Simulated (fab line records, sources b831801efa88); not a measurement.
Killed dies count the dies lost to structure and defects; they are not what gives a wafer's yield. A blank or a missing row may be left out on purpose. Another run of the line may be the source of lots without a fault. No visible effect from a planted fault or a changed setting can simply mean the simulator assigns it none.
fab line records | flow gf180mcu
record: lots: 24 | wafers: 72 | last-day: 34
route steps=602 shown DNWELL@41 HV_LDD@222 SAB@274 SALICIDE@281 CONTACT@292 V5@558
lots that met no fault: taken from a fault-free run of the same line
start-h: hours from the record's opening day to when the first of the lot's shown wafers began | wait-h: hours since the lot's step before | " as in the row above | L1.1+2: a row that stands for several wafers | - either no value or no given start | * or withheld: withheld | < > ~ a bound
route shown NAME@n: names a module that has steps shown in the file, with the first one's number in the route | usual: mean and standard deviation over wafers with no fault | same: alike in all rows | chamber/n: place in a boat | sites: the reading at each site | _std_site: standard deviation of those values | _edge_site: outer sites' mean less inner sites' | radius-mm: for every site, how far away it sits from the centre of the wafer | mask NAME#n: copy n | behind: the last tool/chamber to shape the wafer | hold: reason for holding the lot/hours on hold/outcome of the hold | device: names the non-switching transistor (n, p or np) | end of line: tests of these same wafers at the route's end | a step with no rows: only its recipe | killed: at the first sort, the dies lost to defects and structure; wafer yield is something else | map: a wafer's dies, x killed, . not, _ none there
set.NAME: setting as actually run; set.NAME@STEP: the setting as run at that earlier step | model.NAME: the simulator's own value behind a step, which no gauge read
a sample of lots followed through the steps of the route, with each step as a table and each wafer as a row
services: a tool's chamber out of use, with start hour (start-h, from the record's first day; less than 0 if before it), hours out, and reason
== steps ==
step: GF_DNWELL_TW_MEAS_09
usual: DNWELL_TW: 1362/14
lot.wafer | tool          | chamber | start-h | wait-h | DNWELL_TW
L074.2    | film-metro-01 | -       | 43.03   | 0.1    | 1355
L074.5    | "             | -       | "       | "      | 1369
L074.6    | "             | -       | "       | "      | 1355
L075.1    | film-metro-04 | -       | 47.42   | 0.1    | 1362
L075.3    | "             | -       | "       | "      | 1366
L075.5    | "             | -       | "       | "      | 1366
L076.2    | film-metro-04 | -       | 53.68   | 0.1    | 1375
L076.5    | "             | -       | "       | "      | 1373
L076.6    | "             | -       | "       | "      | 1374
L077.1    | film-metro-01 | -       | 58.81   | 0.1    | 1374
L077.3    | "             | -       | "       | "      | 1377
L077.5    | "             | -       | "       | "      | 1372
L078.2    | film-metro-01 | -       | 64.07   | 0.1    | 1358
L078.3    | "             | -       | "       | "      | 1357
L078.5    | "             | -       | "       | "      | 1369
L079.1    | film-metro-04 | -       | 71.82   | 0.1    | 1364
L079.2    | "             | -       | "       | "      | 1366
L079.5    | "             | -       | "       | "      | 1367
L080.2    | film-metro-03 | -       | 75.73   | 0.1    | 1343
L080.5    | "             | -       | "       | "      | 1349
L080.6    | "             | -       | "       | "      | 1347
L081.1    | film-metro-03 | -       | 80.11   | 0.1    | 1336
L081.2    | "             | -       | "       | "      | 1341
L081.6    | "             | -       | "       | "      | 1342
L082.1    | film-metro-03 | -       | 85.67   | 0.1    | 1353
L082.2    | "             | -       | "       | "      | 1353
L082.5    | "             | -       | "       | "      | 1355
L083.1    | film-metro-03 | -       | 91.01   | 0.1    | 1341
L083.2    | "             | -       | "       | "      | 1345
L083.3    | "             | -       | "       | "      | 1345
L084.3    | film-metro-03 | -       | 98.54   | 0.1    | 1353
L084.4    | "             | -       | "       | "      | 1353
L084.6    | "             | -       | "       | "      | 1349
L085.2    | film-metro-01 | -       | 102.48  | 0.1    | 1374
L085.3    | "             | -       | "       | "      | 1371
L085.5    | "             | -       | "       | "      | 1362
L086.1    | film-metro-01 | -       | 107.67  | 0.1    | 1356
L086.3    | "             | -       | "       | "      | 1355
L086.6    | "             | -       | "       | "      | 1363
L087.1    | film-metro-01 | -       | 111.32  | 0.1    | 1388
L087.3    | "             | -       | "       | "      | 1385
L087.6    | "             | -       | "       | "      | 1383
L088.1    | film-metro-01 | -       | 117.42  | 0.1    | 1370
L088.2    | "             | -       | "       | "      | 1372
L088.3    | "             | -       | "       | "      | 1372
L089.1    | film-metro-01 | -       | 123.42  | 0.1    | 1360
L089.3    | "             | -       | "       | "      | 1363
L089.4    | "             | -       | "       | "      | 1357
L090.1    | film-metro-04 | -       | 126.52  | 0.1    | 1364
L090.2    | "             | -       | "       | "      | 1360
L090.4    | "             | -       | "       | "      | 1368
L091.1    | film-metro-03 | -       | 133.57  | 0.1    | 1344
L091.4    | "             | -       | "       | "      | 1327
L091.5    | "             | -       | "       | "      | 1334
L092.3    | film-metro-03 | -       | 139.29  | 0.1    | 1355
L092.4    | "             | -       | "       | "      | 1347
L092.5    | "             | -       | "       | "      | 1347
L093.3    | film-metro-04 | -       | 145.84  | 0.1    | 1362
L093.4    | "             | -       | "       | "      | 1370
L093.6    | "             | -       | "       | "      | 1362
L094.1    | film-metro-01 | -       | 148.62  | 0.1    | 1382
L094.5    | "             | -       | "       | "      | 1386
L094.6    | "             | -       | "       | "      | 1380
L095.1    | film-metro-04 | -       | 154.07  | 0.1    | 1367
L095.3    | "             | -       | "       | "      | 1365
L095.4    | "             | -       | "       | "      | 1364
L096.1    | film-metro-01 | -       | 158.46  | 0.1    | 1390
L096.2    | "             | -       | "       | "      | 1394
L096.4    | "             | -       | "       | "      | 1390
L097.3    | film-metro-04 | -       | 165.14  | 0.1    | 1359
L097.4    | "             | -       | "       | "      | 1361
L097.6    | "             | -       | "       | "      | 1374
step: GF_HV_LDD_CD_MEAS_46
recipe: target-cd-nm: 400
usual: cd-nm: 399.6/2.5
lot.wafer | tool      | chamber | start-h | wait-h | cd-nm
L074.2    | cd-sem-02 | -       | 272.14  | 0.1    | 398.8
L074.5    | "         | -       | "       | "      | 402.1
L074.6    | "         | -       | "       | "      | 401.5
L075.1    | cd-sem-01 | -       | 280.73  | 0.2    | 404.7
L075.3    | "         | -       | "       | "      | 404.2
L075.5    | "         | -       | "       | "      | 402.6
L076.2    | cd-sem-01 | -       | 286.33  | 0.1    | 399.3
L076.5    | "         | -       | "       | "      | 398.3
L076.6    | "         | -       | "       | "      | 398.8
L077.1    | cd-sem-02 | -       | 295.31  | 0.1    | 400.5
L077.3    | "         | -       | "       | "      | 402.0
L077.5    | "         | -       | "       | "      | 400.1
L078.2    | cd-sem-01 | -       | 302.64  | 0.1    | 401.0
L078.3    | "         | -       | "       | "      | 400.0
L078.5    | "         | -       | "       | "      | 400.1
L079.1    | cd-sem-01 | -       | 313.07  | 0.1    | 398.8
L079.2    | "         | -       | "       | "      | 396.8
L079.5    | "         | -       | "       | "      | 396.3
L080.2    | cd-sem-02 | -       | 322.14  | 0.1    | 402.5
L080.5    | "         | -       | "       | "      | 402.5
L080.6    | "         | -       | "       | "      | 401.0
L081.1    | cd-sem-02 | -       | 325.96  | 0.1    | 397.4
L081.2    | "         | -       | "       | "      | 399.8
L081.6    | "         | -       | "       | "      | 397.3
L082.1    | cd-sem-01 | -       | 334.11  | 0.1    | 400.5
L082.2    | "         | -       | "       | "      | 400.9
L082.5    | "         | -       | "       | "      | 404.1
L083.1    | cd-sem-02 | -       | 342.97  | 0.1    | 402.4
L083.2    | "         | -       | "       | "      | 399.7
L083.3    | "         | -       | "       | "      | 404.5
L084.3    | cd-sem-01 | -       | 354.51  | 0.1    | 399.9
L084.4    | "         | -       | "       | "      | 400.4
L084.6    | "         | -       | "       | "      | 400.5
L085.2    | cd-sem-01 | -       | 361.34  | 0.1    | 401.2
L085.3    | "         | -       | "       | "      | 402.5
L085.5    | "         | -       | "       | "      | 398.0
L086.1    | cd-sem-02 | -       | 367.82  | 0.1    | 395.8
L086.3    | "         | -       | "       | "      | 395.2
L086.6    | "         | -       | "       | "      | 394.1
L087.1    | cd-sem-02 | -       | 372.62  | 0.1    | 399.2
L087.3    | "         | -       | "       | "      | 400.4
L087.6    | "         | -       | "       | "      | 399.6
L088.1    | cd-sem-01 | -       | 384.27  | 0.1    | 400.7
L088.2    | "         | -       | "       | "      | 398.4
L088.3    | "         | -       | "       | "      | 400.9
L089.1    | cd-sem-02 | -       | 392.27  | 0.1    | 401.2
L089.3    | "         | -       | "       | "      | 400.6
L089.4    | "         | -       | "       | "      | 402.7
L090.1    | cd-sem-01 | -       | 395.41  | 0.1    | 400.7
L090.2    | "         | -       | "       | "      | 404.3
L090.4    | "         | -       | "       | "      | 401.8
L091.1    | cd-sem-01 | -       | 405.01  | 0.1    | 399.0
L091.4    | "         | -       | "       | "      | 397.2
L091.5    | "         | -       | "       | "      | 398.5
L092.3    | cd-sem-02 | -       | 417.90  | 0.1    | 397.4
L092.4    | "         | -       | "       | "      | 398.4
L092.5    | "         | -       | "       | "      | 399.1
L093.3    | cd-sem-02 | -       | 422.01  | 0.1    | 400.4
L093.4    | "         | -       | "       | "      | 400.2
L093.6    | "         | -       | "       | "      | 401.8
L095.1    | cd-sem-01 | -       | 445.46  | 0.1    | 400.1
L095.3    | "         | -       | "       | "      | 399.8
L095.4    | "         | -       | "       | "      | 400.7
L094.1    | cd-sem-02 | -       | 445.76  | 0.1    | 398.1
L094.5    | "         | -       | "       | "      | 398.5
L094.6    | "         | -       | "       | "      | 397.3
L096.1    | cd-sem-01 | -       | 447.06  | 0.1    | 394.4
L096.2    | "         | -       | "       | "      | 393.4
L096.4    | "         | -       | "       | "      | 393.4
L097.3    | cd-sem-02 | -       | 457.41  | 0.1    | 400.3
L097.4    | "         | -       | "       | "      | 399.2
L097.6    | "         | -       | "       | "      | 400.1
step: GF_SAB_OVL_MEAS_10
usual: SAB_OVL: 0.0/1.5
lot.wafer | tool       | chamber | start-h | wait-h | SAB_OVL[nm]
L074.2    | overlay-02 | -       | 337.23  | 0.1    | -1.4
L074.5    | "          | -       | "       | "      | -0.5
L074.6    | "          | -       | "       | "      | -0.2
L075.1    | overlay-02 | -       | 347.64  | 0.1    | -1.0
L075.3    | "          | -       | "       | "      | -0.2
L075.5    | "          | -       | "       | "      | -0.1
L076.2    | overlay-02 | -       | 352.93  | 0.1    | 1.8
L076.5    | "          | -       | "       | "      | 2.6
L076.6    | "          | -       | "       | "      | 3.7
L077.1    | overlay-02 | -       | 363.12  | 0.1    | -0.7
L077.3    | "          | -       | "       | "      | 0.6
L077.5    | "          | -       | "       | "      | -1.6
L078.2    | overlay-02 | -       | 370.68  | 0.1    | 1.0
L078.3    | "          | -       | "       | "      | 0.9
L078.5    | "          | -       | "       | "      | 0.6
L079.1    | overlay-01 | -       | 381.67  | 0.1    | -3.4
L079.2    | "          | -       | "       | "      | -3.6
L079.5    | "          | -       | "       | "      | -2.8
L080.2    | overlay-02 | -       | 389.58  | 0.1    | 0.8
L080.5    | "          | -       | "       | "      | 0.5
L080.6    | "          | -       | "       | "      | 0.7
L081.1    | overlay-02 | -       | 397.27  | 0.1    | 1.3
L081.2    | "          | -       | "       | "      | 1.4
L081.6    | "          | -       | "       | "      | 1.9
L082.1    | overlay-02 | -       | 403.22  | 0.1    | 1.7
L082.2    | "          | -       | "       | "      | 0.8
L082.5    | "          | -       | "       | "      | 1.7
L083.1    | overlay-02 | -       | 413.03  | 0.1    | 0.1
L083.2    | "          | -       | "       | "      | 0.1
L083.3    | "          | -       | "       | "      | -0.5
L084.3    | overlay-02 | -       | 426.62  | 0.1    | 0.6
L084.4    | "          | -       | "       | "      | 1.9
L084.6    | "          | -       | "       | "      | 1.7
L085.2    | overlay-02 | -       | 436.23  | 0.1    | -1.0
L085.3    | "          | -       | "       | "      | -1.1
L085.5    | "          | -       | "       | "      | -2.3
L086.1    | overlay-01 | -       | 441.17  | 0.1    | -0.1
L086.3    | "          | -       | "       | "      | 0.2
L086.6    | "          | -       | "       | "      | 0.3
L087.1    | overlay-02 | -       | 447.98  | 0.1    | -2.5
L087.3    | "          | -       | "       | "      | -0.4
L087.6    | "          | -       | "       | "      | -2.5
L088.1    | overlay-01 | -       | 460.73  | 0.1    | -1.0
L088.2    | "          | -       | "       | "      | -1.1
L088.3    | "          | -       | "       | "      | -0.8
L089.1    | overlay-01 | -       | 467.18  | 0.1    | -3.9
L089.3    | "          | -       | "       | "      | -4.3
L089.4    | "          | -       | "       | "      | -3.4
L090.1    | overlay-02 | -       | 471.98  | 0.1    | -0.9
L090.2    | "          | -       | "       | "      | 0.5
L090.4    | "          | -       | "       | "      | 0.6
L091.1    | overlay-02 | -       | 482.73  | 0.1    | 3.0
L091.4    | "          | -       | "       | "      | 0.6
L091.5    | "          | -       | "       | "      | 1.3
L092.3    | overlay-02 | -       | 493.98  | 0.1    | -1.5
L092.4    | "          | -       | "       | "      | 0.9
L092.5    | "          | -       | "       | "      | 1.7
L093.3    | overlay-01 | -       | 499.65  | 0.1    | 0.7
L093.4    | "          | -       | "       | "      | -0.7
L093.6    | "          | -       | "       | "      | 0.6
L095.1    | overlay-02 | -       | 520.92  | 0.1    | 0.9
L095.3    | "          | -       | "       | "      | 1.0
L095.4    | "          | -       | "       | "      | 0.1
L094.1    | overlay-02 | -       | 523.07  | 0.1    | 2.2
L094.5    | "          | -       | "       | "      | -0.9
L094.6    | "          | -       | "       | "      | 0.7
L096.1    | overlay-02 | -       | 523.97  | 0.1    | 1.2
L096.2    | "          | -       | "       | "      | 0.3
L096.4    | "          | -       | "       | "      | -0.5
L097.3    | overlay-01 | -       | 532.59  | 0.1    | -0.7
L097.4    | "          | -       | "       | "      | 0.1
L097.6    | "          | -       | "       | "      | -1.8
step: GF_SALICIDE_SPUTTER_03
recipe: material: TiN | target-thk-nm: 20 | power-w: 6500 | time-s: 16.7 | chamber-pressure-pa: 0.4
usual: throttle-valve-pct: 29.6/1.1
lot.wafer | tool           | chamber | start-h | wait-h | throttle-valve-pct
L074.2    | pvd-sputter-04 | -       | 337.79  | 0.0    | 28.4
L074.5    | "              | -       | "       | "      | 29.2
L074.6    | "              | -       | "       | "      | 28.4
L075.1    | pvd-sputter-04 | -       | 348.04  | 0.0    | 31.4
L075.3    | "              | -       | "       | "      | 29.1
L075.5    | "              | -       | "       | "      | 29.4
L076.2    | pvd-sputter-04 | -       | 353.33  | 0.0    | 29.8
L076.5    | "              | -       | "       | "      | 30.0
L076.6    | "              | -       | "       | "      | 31.4
L077.1    | pvd-sputter-03 | -       | 363.53  | 0.0    | 30.8
L077.3    | "              | -       | "       | "      | 28.6
L077.5    | "              | -       | "       | "      | 29.0
L078.2    | pvd-sputter-03 | -       | 371.08  | 0.0    | 28.9
L078.3    | "              | -       | "       | "      | 30.5
L078.5    | "              | -       | "       | "      | 30.6
L079.1    | pvd-sputter-03 | -       | 382.08  | 0.0    | 28.6
L079.2    | "              | -       | "       | "      | 30.6
L079.5    | "              | -       | "       | "      | 28.8
L080.2    | pvd-sputter-04 | -       | 389.98  | 0.0    | 29.4
L080.5    | "              | -       | "       | "      | 29.8
L080.6    | "              | -       | "       | "      | 28.3
L081.1    | pvd-sputter-04 | -       | 397.68  | 0.0    | 28.0
L081.2    | "              | -       | "       | "      | 31.5
L081.6    | "              | -       | "       | "      | 31.4
L082.1    | pvd-sputter-03 | -       | 403.64  | 0.0    | 28.8
L082.2    | "              | -       | "       | "      | 29.3
L082.5    | "              | -       | "       | "      | 29.0
L083.1    | pvd-sputter-03 | -       | 413.45  | 0.0    | 30.5
L083.2    | "              | -       | "       | "      | 28.7
L083.3    | "              | -       | "       | "      | 28.5
L084.3    | pvd-sputter-04 | -       | 427.01  | 0.0    | 28.9
L084.4    | "              | -       | "       | "      | 28.4
L084.6    | "              | -       | "       | "      | 30.0
L085.2    | pvd-sputter-04 | -       | 436.63  | 0.0    | 30.1
L085.3    | "              | -       | "       | "      | 29.6
L085.5    | "              | -       | "       | "      | 29.8
L086.1    | pvd-sputter-03 | -       | 441.57  | 0.0    | 29.4
L086.3    | "              | -       | "       | "      | 28.6
L086.6    | "              | -       | "       | "      | 29.0
L087.1    | pvd-sputter-04 | -       | 448.39  | 0.0    | 29.8
L087.3    | "              | -       | "       | "      | 29.0
L087.6    | "              | -       | "       | "      | 31.5
L088.1    | pvd-sputter-01 | -       | 461.14  | 0.0    | 30.4
L088.2    | "              | -       | "       | "      | 28.2
L088.3    | "              | -       | "       | "      | 30.1
L089.1    | pvd-sputter-03 | -       | 467.58  | 0.0    | 29.4
L089.3    | "              | -       | "       | "      | 30.8
L089.4    | "              | -       | "       | "      | 28.9
L090.1    | pvd-sputter-01 | -       | 472.39  | 0.0    | 30.1
L090.2    | "              | -       | "       | "      | 29.1
L090.4    | "              | -       | "       | "      | 30.4
L091.1    | pvd-sputter-04 | -       | 483.15  | 0.0    | 30.2
L091.4    | "              | -       | "       | "      | 28.8
L091.5    | "              | -       | "       | "      | 29.2
L092.3    | pvd-sputter-04 | -       | 494.37  | 0.0    | 31.4
L092.4    | "              | -       | "       | "      | 28.0
L092.5    | "              | -       | "       | "      | 29.4
L093.3    | pvd-sputter-01 | -       | 500.04  | 0.0    | 30.3
L093.4    | "              | -       | "       | "      | 30.7
L093.6    | "              | -       | "       | "      | 29.0
L095.1    | pvd-sputter-01 | -       | 521.33  | 0.0    | 30.2
L095.3    | "              | -       | "       | "      | 28.9
L095.4    | "              | -       | "       | "      | 28.3
L094.1    | pvd-sputter-03 | -       | 523.48  | 0.0    | 28.7
L094.5    | "              | -       | "       | "      | 28.7
L094.6    | "              | -       | "       | "      | 29.3
L096.1    | pvd-sputter-01 | -       | 524.38  | 0.0    | 29.9
L096.2    | "              | -       | "       | "      | 27.9
L096.4    | "              | -       | "       | "      | 30.5
L097.3    | pvd-sputter-04 | -       | 532.98  | 0.0    | 31.4
L097.4    | "              | -       | "       | "      | 29.3
L097.6    | "              | -       | "       | "      | 28.2
step: GF_CONTACT_BOW_MEAS_05
recipe: mode: bow
usual: CONTACT_BOW: 65/7
lot.wafer | tool          | chamber | start-h | wait-h | CONTACT_BOW[um]
L074.2    | film-metro-02 | -       | 338.85  | 0.1    | 61
L074.5    | "             | -       | "       | "      | 59
L074.6    | "             | -       | "       | "      | 60
L075.1    | film-metro-04 | -       | 349.07  | 0.1    | 64
L075.3    | "             | -       | "       | "      | 73
L075.5    | "             | -       | "       | "      | 70
L076.2    | film-metro-03 | -       | 354.38  | 0.3    | 64
L076.5    | "             | -       | "       | "      | 71
L076.6    | "             | -       | "       | "      | 73
L077.1    | film-metro-03 | -       | 364.56  | 0.2    | 73
L077.3    | "             | -       | "       | "      | 53
L077.5    | "             | -       | "       | "      | 61
L078.2    | film-metro-02 | -       | 372.13  | 0.3    | 57
L078.3    | "             | -       | "       | "      | 69
L078.5    | "             | -       | "       | "      | 71
L079.1    | film-metro-03 | -       | 383.11  | 0.1    | 70
L079.2    | "             | -       | "       | "      | 70
L079.5    | "             | -       | "       | "      | 70
L080.2    | film-metro-04 | -       | 391.03  | 0.2    | 54
L080.5    | "             | -       | "       | "      | 61
L080.6    | "             | -       | "       | "      | 68
L081.1    | film-metro-04 | -       | 398.72  | 0.1    | 57
L081.2    | "             | -       | "       | "      | 62
L081.6    | "             | -       | "       | "      | 69
L082.1    | film-metro-02 | -       | 406.76  | 0.2    | 72
L082.2    | "             | -       | "       | "      | 70
L082.5    | "             | -       | "       | "      | 70
L083.1    | film-metro-02 | -       | 414.49  | 0.1    | 73
L083.2    | "             | -       | "       | "      | 67
L083.3    | "             | -       | "       | "      | 56
L084.3    | film-metro-03 | -       | 428.10  | 0.1    | 73
L084.4    | "             | -       | "       | "      | 68
L084.6    | "             | -       | "       | "      | 71
L085.2    | film-metro-03 | -       | 437.68  | 0.2    | 69
L085.3    | "             | -       | "       | "      | 60
L085.5    | "             | -       | "       | "      | 67
L086.1    | film-metro-03 | -       | 442.61  | 0.1    | 56
L086.3    | "             | -       | "       | "      | 56
L086.6    | "             | -       | "       | "      | 58
L087.1    | film-metro-03 | -       | 449.42  | 0.1    | 75
L087.3    | "             | -       | "       | "      | 69
L087.6    | "             | -       | "       | "      | 69
L088.1    | film-metro-03 | -       | 462.17  | 0.1    | 62
L088.2    | "             | -       | "       | "      | 66
L088.3    | "             | -       | "       | "      | 71
L089.1    | film-metro-02 | -       | 468.64  | 0.2    | 67
L089.3    | "             | -       | "       | "      | 60
L089.4    | "             | -       | "       | "      | 58
L090.1    | film-metro-02 | -       | 473.42  | 0.1    | 44
L090.2    | "             | -       | "       | "      | 76
L090.4    | "             | -       | "       | "      | 58
L091.1    | film-metro-02 | -       | 484.20  | 0.2    | 69
L091.4    | "             | -       | "       | "      | 57
L091.5    | "             | -       | "       | "      | 68
L092.3    | film-metro-02 | -       | 495.45  | 0.3    | 75
L092.4    | "             | -       | "       | "      | 71
L092.5    | "             | -       | "       | "      | 64
L093.3    | film-metro-02 | -       | 501.11  | 0.2    | 73
L093.4    | "             | -       | "       | "      | 62
L093.6    | "             | -       | "       | "      | 66
L095.1    | film-metro-04 | -       | 522.43  | 0.1    | 55
L095.3    | "             | -       | "       | "      | 56
L095.4    | "             | -       | "       | "      | 64
L094.1    | film-metro-02 | -       | 524.51  | 0.2    | 61
L094.5    | "             | -       | "       | "      | 66
L094.6    | "             | -       | "       | "      | 88
L096.1    | film-metro-04 | -       | 525.42  | 0.2    | 65
L096.2    | "             | -       | "       | "      | 71
L096.4    | "             | -       | "       | "      | 81
L097.3    | film-metro-04 | -       | 534.08  | 0.2    | 63
L097.4    | "             | -       | "       | "      | 55
L097.6    | "             | -       | "       | "      | 60
step: GF_V5_STRIP_18
recipe: chemistry: O2/N2 | power-w: 1400 | pressure-mtorr: 1500 | platen-temp-c: 250 | o2-flow-sccm: 3000 | n2-flow-sccm: 300 | overash-fraction: 0.5
usual: drypump-motor-current-A: 5.7/0.49 | heater-power-w: 323/15 | oes-product-au: 0.567/0.0047
lot.wafer | tool            | chamber | start-h | wait-h | drypump-motor-current-A | heater-power-w | oes-product-au | rf-hours-counter-h
L074.2    | plasma-asher-04 | 1       | 626.41  | -      | 5.2                     | 302            | 0.562          | 104
L074.5    | "               | 1       | "       | "      | 5.3                     | 298            | 0.565          | -
L074.6    | "               | 0       | "       | "      | 6.5                     | 330            | 0.562          | -
L075.1    | plasma-asher-01 | 0       | 635.77  | -      | 5.0                     | 317            | 0.568          | 81
L075.3    | "               | 1       | "       | "      | 6.0                     | 346            | 0.575          | -
L075.5    | "               | 1       | "       | "      | 6.1                     | 337            | 0.566          | -
L076.2    | plasma-asher-04 | 1       | 642.51  | -      | 5.2                     | 295            | 0.575          | 106
L076.5    | "               | 1       | "       | "      | 5.3                     | 299            | 0.564          | -
L076.6    | "               | 0       | "       | "      | 6.5                     | 328            | 0.566          | -
L077.1    | plasma-asher-02 | 0       | 651.06  | -      | 6.1                     | 317            | 0.566          | 23
L077.3    | "               | 1       | "       | "      | 5.6                     | 325            | 0.560          | -
L077.5    | "               | 1       | "       | "      | 5.6                     | 338            | 0.566          | -
L078.2    | plasma-asher-01 | 1       | 657.61  | -      | 6.1                     | 350            | 0.569          | 83
L078.3    | "               | 0       | "       | "      | 5.0                     | 329            | 0.570          | -
L078.5    | "               | 0       | "       | "      | 5.0                     | 338            | 0.571          | -
L079.1    | plasma-asher-02 | 1       | 668.86  | -      | 5.6                     | 331            | 0.576          | 25
L079.2    | "               | 0       | "       | "      | 6.1                     | 314            | 0.572          | 25
L079.5    | "               | 0       | "       | "      | 6.1                     | 308            | 0.572          | -
L080.2    | plasma-asher-04 | 1       | 673.76  | -      | 5.2                     | 300            | 0.569          | 109
L080.5    | "               | 1       | "       | "      | 5.2                     | 298            | 0.573          | -
L080.6    | "               | 0       | "       | "      | 6.5                     | 329            | 0.571          | -
L081.1    | plasma-asher-02 | 0       | 681.60  | -      | 6.1                     | 304            | 0.565          | 26
L081.2    | "               | 1       | "       | "      | 5.5                     | 330            | 0.566          | 26
L081.6    | "               | 0       | "       | "      | 6.1                     | 309            | 0.577          | -
L082.1    | plasma-asher-02 | 1       | 687.11  | -      | 5.6                     | 333            | 0.571          | 27
L082.2    | "               | 0       | "       | "      | 6.1                     | 310            | 0.571          | 27
L082.5    | "               | 0       | "       | "      | 6.1                     | 307            | 0.580          | -
L083.1    | plasma-asher-01 | 0       | 693.31  | -      | 5.0                     | 328            | 0.569          | 87
L083.2    | "               | 1       | "       | "      | 6.1                     | 343            | 0.561          | 87
L083.3    | "               | 1       | "       | "      | 6.1                     | 350            | 0.564          | -
L084.3    | plasma-asher-01 | 0       | 703.14  | -      | 5.0                     | 323            | 0.566          | -
L084.4    | "               | 1       | "       | "      | 6.1                     | 343            | 0.559          | -
L084.6    | "               | 0       | "       | "      | 5.0                     | 331            | 0.567          | -
L085.2    | plasma-asher-02 | 1       | 710.01  | -      | 5.6                     | 336            | 0.561          | 29
L085.3    | "               | 1       | "       | "      | 5.6                     | 327            | 0.578          | -
L085.5    | "               | 0       | "       | "      | 6.1                     | 305            | 0.564          | -
L086.1    | plasma-asher-04 | 1       | 713.96  | -      | 5.2                     | 297            | 0.566          | 114
L086.3    | "               | 0       | "       | "      | 6.6                     | 319            | 0.569          | -
L086.6    | "               | 1       | "       | "      | 5.2                     | 296            | 0.570          | -
L087.1    | plasma-asher-04 | 1       | 721.41  | -      | 5.2                     | 300            | 0.568          | 114
L087.3    | "               | 1       | "       | "      | 5.2                     | 295            | 0.569          | -
L087.6    | "               | 0       | "       | "      | 6.5                     | 319            | 0.565          | -
L088.1    | plasma-asher-02 | 1       | 728.67  | -      | 5.5                     | 330            | 0.568          | 32
L088.2    | "               | 0       | "       | "      | 6.1                     | 311            | 0.564          | 32
L088.3    | "               | 1       | "       | "      | 5.6                     | 340            | 0.564          | -
L089.1    | plasma-asher-02 | 0       | 733.86  | -      | 6.0                     | 307            | 0.566          | 32
L089.3    | "               | 0       | "       | "      | 6.1                     | 307            | 0.569          | -
L089.4    | "               | 1       | "       | "      | 5.6                     | 322            | 0.564          | -
L090.1    | plasma-asher-01 | 1       | 736.27  | -      | 6.1                     | 344            | 0.572          | 89
L090.2    | "               | 0       | "       | "      | 5.0                     | 323            | 0.568          | 89
L090.4    | "               | 1       | "       | "      | 6.0                     | 348            | 0.570          | -
L091.1    | plasma-asher-01 | 1       | 744.50  | -      | 6.1                     | 353            | 0.571          | 90
L091.4    | "               | 1       | "       | "      | 6.1                     | 343            | 0.565          | -
L091.5    | "               | 1       | "       | "      | 6.1                     | 344            | 0.568          | -
L093.3    | plasma-asher-02 | 0       | 755.30  | -      | 6.1                     | 305            | 0.568          | -
L093.4    | "               | 1       | "       | "      | 5.5                     | 330            | 0.558          | -
L093.6    | "               | 0       | "       | "      | 6.1                     | 305            | 0.561          | -
L092.3    | plasma-asher-02 | 0       | 756.39  | -      | 6.1                     | 308            | 0.562          | -
L092.4    | "               | 1       | "       | "      | 5.5                     | 333            | 0.570          | -
L092.5    | "               | 1       | "       | "      | 5.6                     | 331            | 0.568          | -
L095.1    | plasma-asher-04 | 0       | 769.97  | -      | 6.5                     | 336            | 0.565          | 3
L095.3    | "               | 1       | "       | "      | 5.2                     | 317            | 0.556          | -
L095.4    | "               | 0       | "       | "      | 6.5                     | 332            | 0.565          | -
L094.1    | plasma-asher-02 | 1       | 773.96  | -      | 5.5                     | 326            | 0.569          | 37
L094.5    | "               | 1       | "       | "      | 5.5                     | 326            | 0.569          | -
L094.6    | "               | 0       | "       | "      | 6.1                     | 302            | 0.572          | -
L096.1    | plasma-asher-02 | 1       | 775.51  | -      | 5.5                     | 327            | 0.575          | 37
L096.2    | "               | 0       | "       | "      | 6.1                     | 309            | 0.567          | 37
L096.4    | "               | 1       | "       | "      | 5.6                     | 328            | 0.560          | -
L097.3    | plasma-asher-01 | 0       | 780.95  | -      | 5.0                     | 324            | 0.562          | -
L097.4    | "               | 1       | "       | "      | 6.1                     | 343            | 0.557          | -
L097.6    | "               | 0       | "       | "      | 5.0                     | 328            | 0.560          | -
== services ==
tool            | chamber | start-h | hours | kind
pvd-sputter-04  | -       | 332.72  | 3.1   | repair
pvd-sputter-03  | -       | 335.83  | 3.6   | repair
pvd-sputter-03  | 0       | 357.19  | -     | consumable-replace:kit
pvd-sputter-03  | 0       | 357.19  | 18.0  | scheduled-down
plasma-asher-04 | -       | 380.59  | 23.9  | repair
pvd-sputter-01  | -       | 397.78  | 2.1   | repair
plasma-asher-02 | -       | 421.25  | 9.0   | pm
plasma-asher-02 | 0       | 421.25  | 9.0   | vent-cycle
plasma-asher-02 | 1       | 421.25  | 9.0   | vent-cycle
pvd-sputter-01  | -       | 427.50  | 3.6   | repair
plasma-asher-02 | 0       | 430.25  | -     | clean
plasma-asher-02 | 1       | 430.25  | -     | clean
pvd-sputter-04  | -       | 442.16  | 6.1   | repair
plasma-asher-04 | -       | 452.62  | 2.9   | repair
pvd-sputter-04  | -       | 465.39  | 3.2   | repair
pvd-sputter-04  | -       | 473.15  | 0.6   | repair
plasma-asher-04 | -       | 572.04  | 1.2   | repair
plasma-asher-04 | -       | 656.84  | 2.3   | repair
plasma-asher-04 | -       | 658.31  | 0.5   | repair
pvd-sputter-04  | 3       | 683.05  | -     | consumable-replace:kit
plasma-asher-01 | -       | 705.32  | 14.0  | pm
plasma-asher-01 | -       | 719.32  | 15.6  | pm
plasma-asher-04 | -       | 724.71  | 0.5   | repair
plasma-asher-04 | -       | 733.75  | 9.0   | pm
== key ==
fault none
